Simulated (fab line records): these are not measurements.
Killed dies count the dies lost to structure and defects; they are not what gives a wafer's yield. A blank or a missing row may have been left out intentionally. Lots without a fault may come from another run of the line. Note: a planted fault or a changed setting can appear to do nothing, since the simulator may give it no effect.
Struck lot and sound lot, side by side -- flow gf180mcu -- 15 steps out of a route of 602
Sound: the wafers L533.1, L533.5, L533.6. Wafers struck: L536.1, L536.3, L536.6. The cause is named last.
For every step that has rows: the tool of each side, followed by ch and its chambers, followed by its first start. Under that, the readings that differ: sound wafers -- struck wafers -- difference of the means -- sigmas: that difference in standard deviations of wafers without a fault.
alike: words and numbers the same on both sides, and readings whose means are apart by under 2 such deviations; not compared: readings that were withheld, readings missing a value for some wafer, numbers with overlapping values and no deviation given by the record, and bounds like >300 which may hide the same value.
Wherever a step has rows on one side only, a row that says differs or no value, or a row with sigmas, the two part there. Non-overlapping numbers with no deviation appear without sigmas and do not part them. A reading that every wafer of one side lacks parts them only if that side has two wafers or more.

first, 1 step without rows for these wafers: GF_STI_CVD_03 (deposits Si3N4 from DCS/NH3, target thk 207.16 nm, time 3551 s).
GF_STI_THK_MEAS_04:
  sound on filmMetro-02, day 2 09:34; struck on filmMetro-02, day 3 00:34
  alike: STI_CVD_03_THK
then, 7 steps without rows for these wafers: GF_STI_DEHYDRATE_05 (time 60 s); GF_STI_HMDS_06 (prime time 60 s); GF_STI_COAT_07 (resist thk 700 nm); GF_STI_SOFTBAKE_08 (time 60 s); GF_STI_EXPOSE_09 (exposes mask COMP, target cd 220 nm); GF_STI_PEB_10 (peb time 90 s); GF_STI_DEVELOP_11 (develop time 60 s).
GF_STI_CD_MEAS_12 targets a cd of 220 nm.
  sound on cdSem-01, day 2 21:59; struck on cdSem-02, day 3 12:30
  alike: cdNm
GF_STI_ETCH_13: etches the open film in CHF3/O2, stops on Si, target depth 282.31 nm, time 112.9 s.
  sound on rieDiel-03 ch 0,2,3, day 2 22:06; struck on rieDiel-02 ch 1,2,3, day 3 12:37
  alike: biasW, drypumpMotorCurrentA, oesProductAu, throttleValvePct
  not compared: rfHoursCounterH
GF_STI_ETCH_14: etches Si in HBr/Cl2/O2, target depth 360 nm, time 102.9 s.
  sound on rieSi-02 ch 2,3, day 2 22:11; struck on rieSi-01 ch 0,1,2, day 3 12:42
  alike: biasW, drypumpMotorCurrentA, oesProductAu, throttleValvePct
  not compared: rfHoursCounterH
GF_STI_STRIP_15: strips in O2/N2.
  sound on plasmaAsher-04 ch 0,1, day 2 22:16; struck on plasmaAsher-03 ch 0,1, day 3 12:46
  no value came back on the struck wafers for any of 6 readings (chamberPressureMTorr (mTorr), drypumpMotorCurrentA (A) and others); on the sound wafers chamberPressureMTorr (mTorr) reads 1501.7 1499.6 1500.8
reading,sound,struck,difference,sigmas
model.KrF_of_STI_COAT_07.thkNm (nm),0 0 0,318.8 316.6 307,+314.1,
  not compared: rfHoursCounterH
then, 1 step without rows for these wafers: GF_STI_CLEAN_16 (cleans in dHF, time 25 s).
-- the record jumps here: 28 days lie between the struck wafers' starts before and after (it left off in module STI and takes up again in module PASSIVATION, whose first step shown is number 602 of the route) --
GF_PASSIVATION_PROBE_99:
  record: rows for the struck wafers here (prober-01, day 31 08:37), none for the sound ones

WHERE THEY PART
At GF_STI_STRIP_15 first; at GF_PASSIVATION_PROBE_99 last (within this record only).

WHY: the cause the simulator had injected
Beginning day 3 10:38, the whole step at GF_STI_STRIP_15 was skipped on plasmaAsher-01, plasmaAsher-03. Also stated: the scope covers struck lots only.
